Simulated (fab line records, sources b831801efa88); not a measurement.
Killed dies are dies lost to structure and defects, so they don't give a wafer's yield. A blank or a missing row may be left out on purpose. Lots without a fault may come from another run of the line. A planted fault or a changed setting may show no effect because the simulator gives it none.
Tool commonality check | flow gf180mcu | 12 lots, 36 wafers sampled

WHY IT WAS OPENED
At GF_M2_CD_MEAS_14 the reading cd_nm is flagged on 2 of 12 lots. Wafers without a fault read 280.3 nm, standard deviation 1.2.
Rule: a lot is flagged when every wafer of it that has a number lies more than 4 standard deviations from that mean, or none has a number. The other lots count as sound.

lot  | measured     | on        | cd_nm (nm), wafer by wafer | flag
L189 | day 19 02:16 | cd_sem-01 | 279.7 279.6 280.6          |
L190 | day 19 16:08 | cd_sem-01 | 280.0 281.1 279.8          |
L191 | day 19 17:20 | cd_sem-01 | 279.5 279.9 279.2          |
L194 | day 21 02:03 | cd_sem-01 | 282.4 282.1 281.4          |
L197 | day 22 05:28 | cd_sem-01 | 288.3 289.0 289.4          | FLAGGED
L199 | day 23 04:43 | cd_sem-01 | 289.9 289.4 289.4          | FLAGGED
L200 | day 23 08:01 | cd_sem-02 | 279.4 279.9 280.6          |
L202 | day 23 22:27 | cd_sem-01 | 278.4 278.4 279.6          |
L204 | day 24 20:35 | cd_sem-01 | 279.3 280.9 280.7          |
L208 | day 26 03:57 | cd_sem-01 | 280.4 279.7 281.4          |
L211 | day 26 18:27 | cd_sem-02 | 279.5 281.0 281.0          |
L212 | day 27 04:13 | cd_sem-02 | 279.9 280.4 280.7          |
The numbers of the flagged lots are 289.2 nm on average: +8.9 nm against the usual, or +7 standard deviations.

WHICH TOOL RAN EACH LOT
The record holds 2 process steps before the reading, out of a route of 602 steps. In each cell: the tool, then ch and the chambers that the sampled wafers went through, then the start.
lot  | flag    | GF_V1_STRIP_18                       | GF_M2_PEB_12
L189 |         | plasma_asher-04 ch 0,1, day 18 00:44 | litho_track-01 ch 0, day 19 01:55
L190 |         | plasma_asher-03 ch 0,1, day 18 14:16 | litho_track-03 ch 0, day 19 15:49
L191 |         | plasma_asher-03 ch 1, day 18 15:06   | litho_track-01 ch 0, day 19 17:00
L194 |         | plasma_asher-03 ch 0,1, day 20 00:29 | litho_track-02 ch 0, day 21 01:42
L197 | FLAGGED | plasma_asher-02 ch 0,1, day 21 05:09 | litho_track-01 ch 0, day 22 05:07
L199 | FLAGGED | plasma_asher-02 ch 0,1, day 22 04:08 | litho_track-01 ch 0, day 23 04:22
L200 |         | plasma_asher-02 ch 0,1, day 22 07:29 | litho_track-03 ch 0, day 23 07:41
L202 |         | plasma_asher-03 ch 0,1, day 22 22:14 | litho_track-03 ch 0, day 23 22:06
L204 |         | plasma_asher-03 ch 0,1, day 23 21:34 | litho_track-02 ch 0, day 24 20:16
L208 |         | plasma_asher-03 ch 0,1, day 25 05:15 | litho_track-02 ch 0, day 26 03:36
L211 |         | plasma_asher-03 ch 0,1, day 25 20:35 | litho_track-02 ch 0, day 26 18:06
L212 |         | plasma_asher-04 ch 0,1, day 26 06:06 | litho_track-03 ch 0, day 27 03:53
What these steps do:
- GF_V1_STRIP_18: strips in O2/N2.
- GF_M2_PEB_12: peb time 90 s.
- GF_M2_CD_MEAS_14: target cd 280 nm.

FLAGGED OVER TOTAL, TOOL BY TOOL (the gauges that took the reading come last)
step             | tool            | lots run | flagged | share of the flagged lots | sound lots run after its first flagged lot
GF_V1_STRIP_18   | plasma_asher-02 | 3        | 2       | all                       | 1 (L200)
GF_V1_STRIP_18   | plasma_asher-03 | 7        | 0       | none                      | -
GF_V1_STRIP_18   | plasma_asher-04 | 2        | 0       | none                      | -
GF_M2_PEB_12     | litho_track-01  | 4        | 2       | all                       | 0
GF_M2_PEB_12     | litho_track-02  | 4        | 0       | none                      | -
GF_M2_PEB_12     | litho_track-03  | 4        | 0       | none                      | -
GF_M2_CD_MEAS_14 | cd_sem-01       | 9        | 2       | all                       | 3 (L202,L204,L208)
GF_M2_CD_MEAS_14 | cd_sem-02       | 3        | 0       | none                      | -

WHAT THE TABLE ALLOWS
3 rows of the table ran every flagged lot: plasma_asher-02 at GF_V1_STRIP_18, litho_track-01 at GF_M2_PEB_12, cd_sem-01 at GF_M2_CD_MEAS_14.
- plasma_asher-02 at GF_V1_STRIP_18: 2 of its 3 lots flagged. Sound lots ran on it after the first flagged one (L200), which a lasting fault on the whole tool wouldn't allow.
- litho_track-01 at GF_M2_PEB_12: 2 of its 4 lots flagged. Its last sound lot is L191 (day 19 17:00), its first flagged lot L197 (day 22 05:07): a fault that began between those two fits. Its own readings lie more than 4 standard deviations out on every wafer of the flagged lots: heater_power_total_W, plate_temp_C.
- cd_sem-01 at GF_M2_CD_MEAS_14: 2 of its 9 lots flagged. Sound lots ran on it after the first flagged one (L202, L204, L208), which a lasting fault on the whole tool wouldn't allow.
One tool is left: litho_track-01 at GF_M2_PEB_12.

WHAT THE SIMULATOR HAD PUT IN
Process parameter drift: litho_track-01, from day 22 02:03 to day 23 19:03, at GF_M2_PEB_12. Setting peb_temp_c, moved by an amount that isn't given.
Lots struck among those shown: L197, L199. The rule above found the same.
